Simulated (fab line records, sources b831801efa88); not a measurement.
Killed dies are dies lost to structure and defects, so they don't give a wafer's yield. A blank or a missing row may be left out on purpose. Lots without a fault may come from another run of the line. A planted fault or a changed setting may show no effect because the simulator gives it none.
Which tool did it? | flow sky130 | 6 lots, 18 wafers sampled, at 3 steps of a route of 708

WHAT THE GAUGES READ, wafer by wafer
SKY_LDD_N_OVL_MEAS_07.
lot  | measured     | on         | LDD_N_OVL (nm)
L247 | day 19 12:24 | overlay-02 | -1.0 0.7 0.6
L249 | day 19 23:50 | overlay-02 | -0.2 0.1 0.9
L251 | day 20 18:23 | overlay-02 | -0.9 -0.8 -0.7
L255 | day 21 22:33 | overlay-02 | -2.2 -2.5 -2.1
L257 | day 23 05:02 | overlay-02 | 0.5 1.2 1.2
L261 | day 23 21:15 | overlay-01 | -1.4 -1.2 -1.1

WHICH TOOL RAN EACH LOT (tool, then ch and the chambers of the sampled wafers, then the start)
lot  | SKY_FIELD_ISO_ETCH_17           | SKY_VT_ADJUST_HVTP_STRIP_10
L247 | rie_si-02 ch 0,1,3, day 2 16:43 | plasma_asher-01 ch 0,1, day 7 01:40
L249 | rie_si-02 ch 1,2, day 3 02:43   | plasma_asher-04 ch 0,1, day 7 10:01
L251 | rie_si-01 ch 0,1,3, day 3 15:52 | plasma_asher-03 ch 0,1, day 7 22:25
L255 | rie_si-01 ch 1,3, day 4 10:55   | plasma_asher-04 ch 0,1, day 8 23:19
L257 | rie_si-02 ch 1,3, day 4 20:25   | plasma_asher-04 ch 0,1, day 9 16:55
L261 | rie_si-01 ch 0,1,2, day 5 16:52 | plasma_asher-03 ch 0,1, day 10 09:33
- SKY_FIELD_ISO_ETCH_17: etches Si in HBr/Cl2/O2, target depth 342 nm, time 97.7 s.
- SKY_VT_ADJUST_HVTP_STRIP_10: strips in O2/N2.

THE ANSWER, worked out from the rows above alone
Rule: what is usual is taken from the lots themselves. Put in order of their means at a reading, lots are off if they are a third of the lots or fewer, leave a main group of 4 or more, and stand apart from it by a gap of 3 or more times the standard deviation of the main group's means; of several such gaps the widest counts. A main group whose means are all the same, to the digits that the tables above print for the reading, isn't used. A lot without any number at a reading at which 4 lots or more have one is off too. The other lots that the step has rows for count as sound.
No lot is off at any reading shown: from this, nothing can be told.

WHAT THE SIMULATOR HAD PUT IN
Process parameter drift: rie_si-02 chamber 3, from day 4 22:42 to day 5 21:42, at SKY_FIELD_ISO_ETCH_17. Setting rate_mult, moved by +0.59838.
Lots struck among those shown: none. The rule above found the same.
